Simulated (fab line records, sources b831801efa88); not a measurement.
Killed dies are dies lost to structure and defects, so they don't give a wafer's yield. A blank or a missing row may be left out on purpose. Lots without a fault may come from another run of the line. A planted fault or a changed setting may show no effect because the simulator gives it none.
Which tool did it? | flow sky130 | 7 lots, 21 wafers sampled, at 2 steps of a route of 708

WHAT THE GAUGES READ, wafer by wafer
SKY_POLY_CUT_OVL_MEAS_09.
lot  | measured     | on         | POLY_CUT_OVL (nm)
L511 | day 24 23:51 | overlay-02 | 0 -4 -4
L518 | day 27 22:46 | overlay-01 | -2 -8 0
L520 | day 28 12:13 | overlay-01 | -1 0 -2
L524 | day 29 23:37 | overlay-02 | -1 7 1
L527 | day 30 21:49 | overlay-02 | -3 -1 3
L531 | day 31 22:46 | overlay-02 | 1 7 1
L533 | day 32 22:49 | overlay-02 | -4 -6 0

WHICH TOOL RAN EACH LOT (tool, then ch and the chambers of the sampled wafers, then the start)
lot  | SKY_VT_ADJUST_LVTN_STRIP_20
L511 | plasma_asher-03 ch 0,1, day 8 03:38
L518 | plasma_asher-04 ch 0,1, day 10 08:43
L520 | plasma_asher-03 ch 0,1, day 10 22:01
L524 | plasma_asher-04 ch 0,1, day 12 02:13
L527 | plasma_asher-04 ch 0,1, day 13 03:10
L531 | plasma_asher-03 ch 0,1, day 14 01:29
L533 | plasma_asher-01 ch 0,1, day 14 19:28
- SKY_VT_ADJUST_LVTN_STRIP_20: strips in O2/N2.

THE ANSWER, worked out from the rows above alone
Rule: what is usual is taken from the lots themselves. Put in order of their means at a reading, lots are off if they are a third of the lots or fewer, leave a main group of 4 or more, and stand apart from it by a gap of 3 or more times the standard deviation of the main group's means; of several such gaps the widest counts. A main group whose means are all the same, to the digits that the tables above print for the reading, isn't used. A lot without any number at a reading at which 4 lots or more have one is off too. The other lots that the step has rows for count as sound.
No lot is off at any reading shown: from this, nothing can be told.

WHAT THE SIMULATOR HAD PUT IN
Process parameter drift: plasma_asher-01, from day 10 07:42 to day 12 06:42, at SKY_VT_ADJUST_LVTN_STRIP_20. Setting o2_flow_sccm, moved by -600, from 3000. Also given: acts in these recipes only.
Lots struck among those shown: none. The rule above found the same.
